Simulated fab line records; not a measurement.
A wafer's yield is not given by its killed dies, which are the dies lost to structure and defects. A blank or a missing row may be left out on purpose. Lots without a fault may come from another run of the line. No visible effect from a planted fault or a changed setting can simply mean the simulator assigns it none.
8D (eight disciplines) problem report, filled in by code -- flow sky130 -- the parts of the form that need people (team, actions taken, sign-off) are left out

1. WHAT WENT WRONG
Wafers without a fault read 0.926 a.u., standard deviation 0.0049; oes product au at SKY_VIA4_ETCH_12 reads a mean of 0.872 a.u. on 6 wafers belonging to 2 lots. That puts it -11 standard deviations away from the usual mean.
The step: etches SiO2 in C4F8/O2/Ar, stops on TiN, target depth 580 nm.
First seen on wafer L468.1, day 48 04:04, on rie diel-04. The record holds 36 wafers of 12 lots with a number at this step. By rule, "out" or "out of limits" means more than 4 standard deviations away from the usual mean. Any other wafer with a number is counted as sound.

2. WHAT IT IS AND WHAT IT IS NOT
question,is,is not
which readings at this step,oes product au,bias w
which lots,"L468, L469","L447, L449, L450, L453, L454, L456, L457, L458, L459, L466"
which wafers of those lots,all that have a number,-
read on which tools,"rie diel-03, rie diel-04",rie diel-01
when,from day 48 04:04,up to then (30 sound wafers)

3. SUSPECTS, AND WHAT RULES EACH OUT
Counting: a tool at any process step up to the reading remains a suspect when it ran all the lots that are out and ran no sound lot after the first of those.
- cmp-01 at SKY_VIA4_CMP_02 (polishes SiO2): kept. All lots that are out passed through it, beginning with L468 at day 47 08:03, and no sound lot followed; its final sound lot before that point was L459 at day 45 10:48.
Left after counting: cmp-01 at SKY_VIA4_CMP_02.

4. THE CAUSE (what the simulator had put in)
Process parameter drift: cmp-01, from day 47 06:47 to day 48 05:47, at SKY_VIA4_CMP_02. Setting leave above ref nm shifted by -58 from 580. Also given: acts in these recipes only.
This tool alone remained once counting was done.

5. THE CHAIN OF EFFECTS, in route order
Rows list readings where the struck wafers' mean (over those with a number) sits beyond 3 standard deviations from the usual. Scope: only readings with a usual standard deviation given in the record; hours: median across lots of the time from each lot's start at the first step in this table that gives one to its start at this step; sigmas: change in usual standard deviations.
hours,step,reading,usual,on struck wafers,change,sigmas
0,SKY_VIA4_ETCH_12,oes product au,0.926 a.u.,0.872,-0.054,-11
The process steps in it:
- SKY_VIA4_ETCH_12: etches SiO2 in C4F8/O2/Ar, stops on TiN, target depth 580 nm.

6. WHAT WOULD HAVE CAUGHT IT SOONER
In this record the first reading out of limits was taken at day 48 04:04, 21 hours after the fault began at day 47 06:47.
An alarm limit of 4 standard deviations would not have fired on the tool readings at SKY_VIA4_CMP_02 for which the record gives a usual standard deviation, since none of them was out on any struck wafer.
By day 48 04:04, every lot that is out (2) had started SKY_VIA4_CMP_02 on cmp-01. Holding the tool at that point would not have protected any of them.
